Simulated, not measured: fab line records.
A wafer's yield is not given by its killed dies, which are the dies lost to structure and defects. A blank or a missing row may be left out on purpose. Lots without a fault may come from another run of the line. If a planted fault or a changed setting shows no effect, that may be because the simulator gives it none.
Which tool was responsible? :: flow sky130 :: Sampling: 16 lots, 48 wafers, 2 of 708 route steps

## WHAT EACH GAUGE READ, for each wafer
SKY_VT_ADJUST_LVTN_OVL_MEAS_07.
lot: L142
measured: day 7 02:10
on: overlay-01
VT_ADJUST_LVTN_OVL (nm): 0.2 1.0 1.0

lot: L143
measured: day 7 15:24
on: overlay-01
VT_ADJUST_LVTN_OVL (nm): 1.9 -0.9 -0.1

lot: L145
measured: day 8 00:43
on: overlay-02
VT_ADJUST_LVTN_OVL (nm): -0.2 1.4 1.4

lot: L144
measured: day 8 00:56
on: overlay-02
VT_ADJUST_LVTN_OVL (nm): 1.2 1.1 0.0

lot: L147
measured: day 8 12:07
on: overlay-01
VT_ADJUST_LVTN_OVL (nm): -1.5 0.6 0.0

lot: L148
measured: day 8 15:29
on: overlay-02
VT_ADJUST_LVTN_OVL (nm): 327.5 325.7 322.9

lot: L150
measured: day 9 03:49
on: overlay-02
VT_ADJUST_LVTN_OVL (nm): 322.4 322.6 324.1

lot: L154
measured: day 10 04:54
on: overlay-01
VT_ADJUST_LVTN_OVL (nm): 322.7 323.1 323.1

lot: L155
measured: day 10 08:41
on: overlay-01
VT_ADJUST_LVTN_OVL (nm): 325.4 322.6 324.1

lot: L157
measured: day 11 03:37
on: overlay-01
VT_ADJUST_LVTN_OVL (nm): 0.9 1.0 0.0

lot: L158
measured: day 11 04:36
on: overlay-01
VT_ADJUST_LVTN_OVL (nm): -0.1 3.7 0.9

lot: L159
measured: day 11 09:50
on: overlay-01
VT_ADJUST_LVTN_OVL (nm): -0.3 1.0 -1.9

lot: L160
measured: day 11 17:50
on: overlay-02
VT_ADJUST_LVTN_OVL (nm): -0.7 1.1 1.4

lot: L161
measured: day 12 00:42
on: overlay-01
VT_ADJUST_LVTN_OVL (nm): -0.3 -0.9 0.1

lot: L164
measured: day 13 00:30
on: overlay-02
VT_ADJUST_LVTN_OVL (nm): -0.4 -0.8 -0.9

lot: L165
measured: day 13 06:58
on: overlay-02
VT_ADJUST_LVTN_OVL (nm): -1.2 -1.7 0.1

## EACH LOT AND THE TOOL THAT RAN IT (in order: tool; ch and the chambers of the sampled wafers; start)
lot: L142
SKY_VT_ADJUST_LVTN_EXPOSE_04: ilineStepper-02 ch 0, day 6 16:16

lot: L143
SKY_VT_ADJUST_LVTN_EXPOSE_04: ilineStepper-02 ch 0, day 7 06:14

lot: L145
SKY_VT_ADJUST_LVTN_EXPOSE_04: ilineStepper-01 ch 0, day 7 14:14

lot: L144
SKY_VT_ADJUST_LVTN_EXPOSE_04: ilineStepper-02 ch 0, day 7 14:28

lot: L147
SKY_VT_ADJUST_LVTN_EXPOSE_04: ilineStepper-01 ch 0, day 8 02:07

lot: L148
SKY_VT_ADJUST_LVTN_EXPOSE_04: ilineStepper-02 ch 0, day 8 05:23

lot: L150
SKY_VT_ADJUST_LVTN_EXPOSE_04: ilineStepper-02 ch 0, day 8 17:11

lot: L154
SKY_VT_ADJUST_LVTN_EXPOSE_04: ilineStepper-02 ch 0, day 9 18:20

lot: L155
SKY_VT_ADJUST_LVTN_EXPOSE_04: ilineStepper-02 ch 0, day 9 21:59

lot: L157
SKY_VT_ADJUST_LVTN_EXPOSE_04: ilineStepper-01 ch 0, day 10 16:25

lot: L158
SKY_VT_ADJUST_LVTN_EXPOSE_04: ilineStepper-01 ch 0, day 10 18:05

lot: L159
SKY_VT_ADJUST_LVTN_EXPOSE_04: ilineStepper-01 ch 0, day 10 23:02

lot: L160
SKY_VT_ADJUST_LVTN_EXPOSE_04: ilineStepper-01 ch 0, day 11 06:05

lot: L161
SKY_VT_ADJUST_LVTN_EXPOSE_04: ilineStepper-01 ch 0, day 11 12:29

lot: L164
SKY_VT_ADJUST_LVTN_EXPOSE_04: ilineStepper-01 ch 0, day 12 12:05

lot: L165
SKY_VT_ADJUST_LVTN_EXPOSE_04: ilineStepper-01 ch 0, day 12 19:12
- SKY_VT_ADJUST_LVTN_EXPOSE_04: exposes mask NWM COMPLEMENT LESS NATIVE, target cd 840 nm.

## AS READ BY THE TOOLS THEMSELVES (means over the sampled wafers that have a number; for cases with no such wafer, the mark the record gives instead)
The record holds no such reading with a usual standard deviation.

## THE ANSWER, worked out from the rows above alone
Rule: the usual values come from the lots themselves. The widest of any qualifying gaps counts: lots, ordered by their means at a reading, are off when they make up no more than a third of the lots, leave a main group of 4 or more, and stand apart from it by 3 or more times the standard deviation of that group's means. Not used: any main group whose means are identical at the precision the tables above print for the reading. Also off: a lot with no number at a reading for which 4 or more lots have one. All remaining lots with rows at the step are treated as sound. The gauges are gone through in route order, then the tools' own readings, and for those a lot's mean is taken as printed above. The first step at which some lot is off is used, and at that step the reading that is off furthest; a lot without a number counts as furthest.
Off: L148, L150, L154, L155, at SKY_VT_ADJUST_LVTN_OVL_MEAS_07 (VT_ADJUST_LVTN_OVL). For the main group the mean is 0.2 nm and the standard deviation 0.71.
If a tool, at a process step before that reading, ran all the lots that are off and no sound lot after the first of them, it fits. Those tools and the gauges at SKY_VT_ADJUST_LVTN_OVL_MEAS_07 are tried in the same way. One fits: ilineStepper-02 at SKY_VT_ADJUST_LVTN_EXPOSE_04. Its last sound lot is L144 (day 7 14:28), its first lot that is off L148 (day 8 05:23): a fault that began between those two fits.

## WHAT WAS PUT IN BY THE SIMULATOR
Scanner matching overlay: ilineStepper-02, from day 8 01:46 on, at SKY_VT_ADJUST_LVTN_EXPOSE_04. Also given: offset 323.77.
Struck lots among those shown: L148, L150, L154, L155. The same result came from the rule above.
